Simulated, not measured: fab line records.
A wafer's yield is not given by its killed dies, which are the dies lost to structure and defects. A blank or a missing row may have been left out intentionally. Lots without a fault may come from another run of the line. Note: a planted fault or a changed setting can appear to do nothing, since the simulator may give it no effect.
Split-lot study | flow gf180mcu | 23 wafers read across 5 lots, on a route 602 steps long

SPLIT DETAILS
At GF_V2_SPUTTER_21 (material Ti, target thk 15 nm, time 80.02 s), the setting chamberPressurePa was moved away from the recipe's 5 Pa on 20 of the 23 wafers read, by -13.3% to +9.6%. This setting was run at the recipe's value on the other wafers.

Reading taken at the split's own step.

THE READING
Ti_of_V2_SPUTTER_21.thkNm (the simulator's own value, which no gauge read), in nm, at GF_V2_SPUTTER_21 (material Ti, target thk 15 nm, time 80.02 s). There is no usual value for it anywhere in the file. Here, 3 wafers ran the recipe; their average is 14.99 nm with a standard deviation of 0.1 nm.

wafer  | tool, chamber at the split | chamberPressurePa as run, Pa | against the recipe | Ti_of_V2_SPUTTER_21.thkNm, nm | against lot-mates on the recipe
L074.1 | pvdSputter-01, -           | 5.481                        | +9.6%              | 13.76                         | no lot-mate on the recipe
L074.3 | pvdSputter-01, -           | 5.481                        | +9.6%              | 13.75                         | no lot-mate on the recipe
L074.4 | pvdSputter-01, -           | 5.481                        | +9.6%              | 13.94                         | no lot-mate on the recipe
L074.5 | pvdSputter-01, -           | 5.481                        | +9.6%              | 13.72                         | no lot-mate on the recipe
L074.6 | pvdSputter-01, -           | 5.481                        | +9.6%              | 13.9                          | no lot-mate on the recipe
L076.1 | pvdSputter-03, -           | 4.676                        | -6.5%              | 15.84                         | no lot-mate on the recipe
L076.2 | pvdSputter-03, -           | 4.676                        | -6.5%              | 16.14                         | no lot-mate on the recipe
L076.4 | pvdSputter-03, -           | 4.676                        | -6.5%              | 16.04                         | no lot-mate on the recipe
L076.5 | pvdSputter-03, -           | 4.676                        | -6.5%              | 16.18                         | no lot-mate on the recipe
L076.6 | pvdSputter-03, -           | 4.676                        | -6.5%              | 16.03                         | no lot-mate on the recipe
L077.1 | pvdSputter-02, -           | 4.542                        | -9.2%              | 16.19                         | no lot-mate on the recipe
L077.2 | pvdSputter-02, -           | 4.542                        | -9.2%              | 16.25                         | no lot-mate on the recipe
L077.3 | pvdSputter-02, -           | 4.542                        | -9.2%              | 16.41                         | no lot-mate on the recipe
L077.4 | pvdSputter-02, -           | 4.542                        | -9.2%              | 16.2                          | no lot-mate on the recipe
L077.5 | pvdSputter-02, -           | 4.542                        | -9.2%              | 16.36                         | no lot-mate on the recipe
L079.1 | pvdSputter-02, -           | 5                            | recipe             | 14.99                         | -
L079.2 | pvdSputter-02, -           | 5                            | recipe             | 15.11                         | -
L079.5 | pvdSputter-02, -           | 5                            | recipe             | 14.86                         | -
L082.1 | pvdSputter-03, -           | 4.335                        | -13.3%             | 16.98                         | no lot-mate on the recipe
L082.2 | pvdSputter-03, -           | 4.335                        | -13.3%             | 16.98                         | no lot-mate on the recipe
L082.4 | pvdSputter-03, -           | 4.335                        | -13.3%             | 16.86                         | no lot-mate on the recipe
L082.5 | pvdSputter-03, -           | 4.335                        | -13.3%             | 17.23                         | no lot-mate on the recipe
L082.6 | pvdSputter-03, -           | 4.335                        | -13.3%             | 16.83                         | no lot-mate on the recipe

FIT RESULTS
A straight line over all 23 wafers: Ti_of_V2_SPUTTER_21.thkNm changes by -0.137 nm for each +1% of chamberPressurePa; r = -0.99; the points scatter about the line by 0.13 nm.
Too few moved wafers with a lot-mate on the recipe to fit a line net of each lot's own level.

FILE'S OWN FIT
Ti_of_V2_SPUTTER_21.thkNm changes by -0.137 nm for each +1% of chamberPressurePa, r = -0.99.
